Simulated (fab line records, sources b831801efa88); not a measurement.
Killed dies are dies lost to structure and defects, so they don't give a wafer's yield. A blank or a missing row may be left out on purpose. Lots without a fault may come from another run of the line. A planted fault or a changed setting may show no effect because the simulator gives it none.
Which tool did it? | flow gf180mcu | 14 lots, 42 wafers sampled, at 3 steps of a route of 602

WHAT THE GAUGES READ, wafer by wafer
GF_POLY_GATE_THK_MEAS_17. Usual: POLY_GATE_OXIDATION_THK 3.99 nm, standard deviation 0.066.
lot  | measured     | on            | POLY_GATE_OXIDATION_THK (nm) | flag
L878 | day 9 00:58  | film_metro-03 | 3.89 4.01 3.93               |
L879 | day 9 14:09  | film_metro-02 | 3.92 3.93 3.96               |
L881 | day 10 00:28 | film_metro-02 | 4.03 4.02 4.06               |
L882 | day 10 11:52 | film_metro-04 | 4.00 3.93 3.95               |
L883 | day 10 15:49 | film_metro-04 | 4.00 4.01 4.02               |
L884 | day 10 20:01 | film_metro-03 | 4.12 4.07 4.06               |
L885 | day 11 12:20 | film_metro-04 | 3.88 3.94 3.89               |
L886 | day 11 13:35 | film_metro-04 | 3.93 4.02 4.09               |
L887 | day 11 19:44 | film_metro-03 | 4.12 4.09 4.05               |
L888 | day 12 06:37 | film_metro-02 | 3.88 3.88 3.91               |
L893 | day 13 20:37 | film_metro-03 | 3.90 3.91 4.03               |
L896 | day 14 14:42 | film_metro-02 | 3.89 3.98 3.96               |
L897 | day 15 02:39 | film_metro-02 | 4.03 4.04 4.02               |
L901 | day 16 03:59 | film_metro-04 | 4.04 4.06 4.02               |

GF_POLY_GATE_CD_MEAS_18. Usual: cd_nm 281.0 nm, standard deviation 1.5.
lot  | measured     | on        | cd_nm (nm)        | flag
L878 | day 9 01:05  | cd_sem-02 | 282.6 283.5 281.9 |
L879 | day 9 14:16  | cd_sem-02 | 280.9 281.2 281.3 |
L881 | day 10 00:32 | cd_sem-01 | 281.7 281.6 282.0 |
L882 | day 10 11:56 | cd_sem-02 | 280.1 278.8 279.3 |
L883 | day 10 15:53 | cd_sem-01 | 281.7 281.7 281.9 |
L884 | day 10 20:05 | cd_sem-02 | 281.3 281.8 282.6 |
L885 | day 11 12:26 | cd_sem-02 | 279.0 278.3 281.3 |
L886 | day 11 13:40 | cd_sem-02 | 281.8 281.5 280.3 |
L887 | day 11 19:47 | cd_sem-02 | 282.2 280.7 281.8 |
L888 | day 12 06:43 | cd_sem-02 | 285.4 284.8 283.7 |
L893 | day 13 20:42 | cd_sem-02 | 282.0 284.1 284.3 |
L896 | day 14 14:49 | cd_sem-02 | 282.2 282.0 282.8 |
L897 | day 15 02:44 | cd_sem-01 | 278.5 280.6 281.2 |
L901 | day 16 04:03 | cd_sem-01 | 282.0 281.8 282.8 |

GF_HV_LDD_CD_MEAS_19: target cd 400 nm. Usual: cd_nm 397.9 nm, standard deviation 2.8.
lot  | measured     | on        | cd_nm (nm)        | flag
L878 | day 10 12:18 | cd_sem-02 | 397.7 396.7 396.4 |
L879 | day 11 02:28 | cd_sem-02 | 392.9 394.9 393.7 |
L881 | day 11 12:59 | cd_sem-02 | 396.2 396.0 392.6 |
L882 | day 12 01:22 | cd_sem-02 | 397.8 398.1 397.9 |
L883 | day 12 05:37 | cd_sem-02 | 399.5 398.1 400.9 |
L884 | day 12 10:23 | cd_sem-02 | 400.2 398.8 398.1 |
L885 | day 13 03:25 | cd_sem-01 | 401.8 400.7 400.1 |
L886 | day 13 04:57 | cd_sem-01 | 394.1 396.5 394.1 |
L887 | day 13 12:14 | cd_sem-02 | 401.3 400.7 402.5 |
L888 | day 13 23:23 | cd_sem-01 | 402.3 400.2 397.5 |
L893 | day 15 15:30 | cd_sem-02 | 397.9 396.7 399.3 |
L896 | day 16 09:59 | cd_sem-01 | 399.6 401.0 400.8 |
L897 | day 16 21:35 | cd_sem-01 | 402.1 402.5 402.1 |
L901 | day 18 01:35 | cd_sem-02 | 398.7 397.0 397.8 |

WHICH TOOL RAN EACH LOT (tool, then ch and the chambers of the sampled wafers, then the start)
The record holds no process step before these readings.

WHAT THE TOOLS THEMSELVES READ (means of the sampled wafers that have a number; where no wafer has one, the mark that the record gives instead)
The record holds no such reading with a usual standard deviation.

THE ANSWER, worked out from the rows above alone
Rule: a lot is off if the mean of its wafers that have a number lies more than 3 standard deviations from the usual mean. A lot without any number at a reading at which 4 lots or more have one is off too. The other lots that the step has rows for count as sound. The gauges are gone through in route order, then the tools' own readings, and for those a lot's mean is taken as printed above. The first step at which some lot is off is used, and at that step the reading that is off furthest; a lot without a number counts as furthest.
No lot is off at any reading shown: from this, nothing can be told.

WHAT THE SIMULATOR HAD PUT IN
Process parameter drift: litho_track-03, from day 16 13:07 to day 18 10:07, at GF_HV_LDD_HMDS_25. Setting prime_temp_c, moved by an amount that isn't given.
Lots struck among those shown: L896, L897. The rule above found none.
